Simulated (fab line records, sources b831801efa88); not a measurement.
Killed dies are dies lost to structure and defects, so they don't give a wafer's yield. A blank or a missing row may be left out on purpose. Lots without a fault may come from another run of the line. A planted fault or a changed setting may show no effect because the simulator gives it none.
One fault seen from 2 desks | flow gf180mcu | each desk has only its own numbers; what lay behind them comes last

THE METROLOGY DESK
What the gauges read, lot by lot, whatever tool the lot ran on: means of the sampled wafers that have a number. A lot is out of limits, marked OUT, if its mean lies more than 4 standard deviations from the usual mean; the brackets give that distance. Of its 9 readings 7 are shown: those that lie furthest out on some lot.
Columns: A = V2_W_THK at GF_V2_THK_MEAS_25, usual 345 nm; B = M3_ALCU_RS at GF_M3_RS_MEAS_05, usual 0.0697 ohm/sq; C = cd_nm at GF_M3_CD_MEAS_14, usual 280.4 nm; D = M3_OVL at GF_M3_OVL_MEAS_15, usual -2 nm; E = V3_CVD_00_THK at GF_V3_THK_MEAS_01, usual 597 nm; F = V3_CVD_02_THK at GF_V3_THK_MEAS_03, usual 853 nm; G = V3_BOW at GF_V3_BOW_MEAS_05, usual 113 um
lot  | first seen here | A   | B      | C     | D   | E   | F   | G
L216 | day 20 02:32    | 344 | 0.0701 | 278.8 | -3  | 594 | 850 | 104
L217 | day 20 17:13    | 342 | 0.0691 | 280.2 | -4  | 599 | 846 | 123
L227 | day 24 04:55    | 348 | 0.0696 | 279.7 | -6  | 599 | 848 | 120
L228 | day 24 23:33    | 351 | 0.0697 | 281.0 | 6   | 595 | 837 | 115
L229 | day 25 09:33    | 344 | 0.0700 | 281.8 | -2  | 600 | 858 | 126
L235 | day 27 00:27    | 339 | 0.0686 | 280.1 | -10 | 607 | 848 | 108
L238 | day 27 21:09    | 347 | 0.0702 | 280.9 | -6  | 603 | 844 | 116
This desk's finding: nothing out of limits on any of the 7 lots.

THE TOOL OWNER'S DESK: pvd_sputter-01
The tool's own readings at GF_M3_SPUTTER_04 (material TiN, target thk 50 nm, time 41.7 s): means of the sampled wafers that have a number, for each lot that ran on this tool. A lot is out of limits, marked OUT, if its mean lies more than 4 standard deviations from the usual mean; the brackets give that distance.
Columns: A = throttle_valve_pct at GF_M3_SPUTTER_04, usual 30.0 %
lot  | first seen here | A
L216 | day 20 03:11    | 30.2
L227 | day 24 05:33    | 29.7
L228 | day 25 00:11    | 30.2
L229 | day 25 10:11    | 30.0
L238 | day 27 21:47    | 30.3
This desk's finding: nothing out of limits on any of the 5 lots.

PUT TOGETHER
The metrology desk saw nothing out of limits.
The tool owner's desk saw nothing out of limits.

WHAT THE SIMULATOR HAD PUT IN
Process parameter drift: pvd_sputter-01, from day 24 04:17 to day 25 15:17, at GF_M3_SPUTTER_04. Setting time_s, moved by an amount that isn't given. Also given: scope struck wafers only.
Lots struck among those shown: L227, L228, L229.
